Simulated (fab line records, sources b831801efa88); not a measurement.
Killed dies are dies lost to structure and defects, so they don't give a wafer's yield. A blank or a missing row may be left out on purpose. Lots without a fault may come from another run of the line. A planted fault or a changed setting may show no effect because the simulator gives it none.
Chamber matching | flow sky130 | SKY_VIA3_CMP_24 on cmp-02: 4 sister chambers
The step polishes, stops on SiO2, t overpolish 20 s, target thk 0 nm. 4 wafers are shown with their chamber, then 12 later ones without.

WAFERS WITH THEIR CHAMBER
wafer  | chamber | motor_current_A (A)
L082.2 | 3       | 10.5
L083.2 | 1       | 10.9
L088.1 | 2       | 10.2
L088.6 | 0       | 11.7

WAFERS WITHOUT THEIR CHAMBER
wafer  | motor_current_A (A)
L092.1 | 9.3
L092.3 | 11.6
L092.4 | 11.1
L094.2 | 12.5
L094.4 | 11.3
L094.6 | 11.3
L093.4 | 10.5
L093.5 | 11.4
L093.6 | 11.6
L097.3 | 11.7
L097.4 | 10.4
L097.5 | 10.4

WHICH CHAMBER EACH WENT THROUGH
wafer  | from the rows above               | in truth
L092.1 | can't be placed: 2 or 3 or 1      | 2
L092.3 | can't be placed: 0 or 1           | 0
L092.4 | can't be placed: 1 or 0 or 3 or 2 | 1
L094.2 | can't be placed: 0 or 1           | 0
L094.4 | can't be placed: 0 or 1 or 3 or 2 | 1
L094.6 | can't be placed: 0 or 1 or 3 or 2 | 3
L093.4 | can't be placed: 3 or 2 or 1      | 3
L093.5 | can't be placed: 0 or 1 or 3      | 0
L093.6 | can't be placed: 0 or 1           | 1
L097.3 | can't be placed: 0 or 1           | 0
L097.4 | can't be placed: 3 or 2 or 1      | 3
L097.5 | can't be placed: 3 or 2 or 1      | 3
Placed correctly: 0 of 12. Can't be placed from these rows: 12 (the true chamber is among the candidates in 12). Placed wrongly: 0.
How it was worked out, from the rows above alone: a wafer's distance from a chamber is the root of the sum, over the readings, of the square of ((its reading less the chamber's mean) divided by the reading's scatter). The wafer belongs to the nearest chamber; if the next one is less than 2 further off, it can't be placed. A chamber's mean is the mean of its shown wafers. The scatter: with one shown wafer a chamber, the root of the mean of the squares of how far each hidden wafer lies from its nearest shown one.
